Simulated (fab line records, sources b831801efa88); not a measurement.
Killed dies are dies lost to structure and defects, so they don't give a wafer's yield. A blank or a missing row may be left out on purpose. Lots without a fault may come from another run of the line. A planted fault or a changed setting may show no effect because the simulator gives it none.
Problem report in the 8D (eight disciplines) form, filled by code | flow gf180mcu | the parts of the form that need people (team, actions taken, sign-off) are left out

1. THE PROBLEM
LVPWELL_RS at GF_VT_IMPLANT_RS_MEAS_48 reads a mean of 1168 ohm/sq on 3 wafers of 3 lots; wafers without a fault read 1196 ohm/sq with a standard deviation of 3. That is -9.3 standard deviations from the usual mean.
The step: measures by four-point-probe.
First seen on wafer L406.1, day 10 10:57, on film_metro-02. The record holds 42 wafers of 15 lots with a number at this step. Rule for "out", or "out of limits": more than 4 standard deviations from the usual mean. The other wafers with a number count as sound.

2. WHAT IT IS AND WHAT IT IS NOT
question                    | is                           | is not
which readings at this step | LVPWELL_RS                   | -
which lots                  | L406, L407, L408             | L396, L397, L398, L399, L400, L401, L411, L413, L414, L415, L418, L419
which wafers of those lots  | L406.1, L407.1, L408.1       | L406.3, L407.5, L408.3
read on which gauges        | film_metro-02, film_metro-04 | film_metro-03
when                        | from day 10 10:57            | up to then (19 sound wafers); but 20 sound wafers of L407, L408, L411, L413, L414, L415, L418, L419 came after

3. SUSPECTS, AND WHAT RULES EACH OUT
Counting: a tool at a process step up to the reading stays a suspect if it ran every lot that is out. Sound lots after the first of them don't rule it out here, since some wafers of a struck lot are sound.
- the gauge at GF_VT_IMPLANT_RS_MEAS_48: ruled out. The wafers that are out were read on 2 gauges (film_metro-02, film_metro-04).
- implanter-01 at GF_LVPWELL_IMPLANT_09: kept. It ran every lot that is out, first L406 (day 6 06:25); its last sound lot up to then is L400 (day 4 20:03). Its own readings are out on those wafers: beam_on_s, faraday_current_uA.
Left after counting: implanter-01 at GF_LVPWELL_IMPLANT_09.

4. THE CAUSE (what the simulator had put in)
Process parameter drift: implanter-01, from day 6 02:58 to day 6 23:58, at GF_LVPWELL_IMPLANT_09. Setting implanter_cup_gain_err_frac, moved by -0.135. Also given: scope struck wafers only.
Counting left only this tool.

5. THE CHAIN OF EFFECTS, in route order
Each row: a reading whose mean over the struck wafers that have a number lies more than 3 standard deviations from the usual. Only readings for which the record gives a usual standard deviation are gone through. hours: the time from each lot's start at the first step in this table that gives one to its start at this step, as a median over the lots. sigmas: the change in usual standard deviations.
hours | step                     | reading            | usual       | on struck wafers | change | sigmas
0     | GF_LVPWELL_IMPLANT_09    | beam_on_s          | 10.00 s     | 11.29            | +1.29  | +7.1
0     | GF_LVPWELL_IMPLANT_09    | faraday_current_uA | 28.2        | 25.0             | -3.2   | -6.3
101   | GF_VT_IMPLANT_RS_MEAS_48 | LVPWELL_RS         | 1196 ohm/sq | 1168             | -28    | -9.3
The process steps in it:
- GF_LVPWELL_IMPLANT_09
Later measuring or inspecting steps at which every struck wafer that the step has a row for has a number for every such reading, and none has moved that far: GF_SALICIDE_RS_MEAS_04.

6. WHAT WOULD HAVE CAUGHT IT SOONER
In this record the first reading out of limits at a measuring or inspecting step was taken at day 10 10:57, 104 hours after the fault began at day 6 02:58.
The tool's own readings at GF_LVPWELL_IMPLANT_09 were out on every struck wafer that the step has a row for (beam_on_s, faraday_current_uA): an alarm limit on them would have fired on the first of those.
All the lots that are out (3) had begun GF_LVPWELL_IMPLANT_09 on implanter-01 by day 10 10:57. A hold on the tool at that time would have spared none of them.
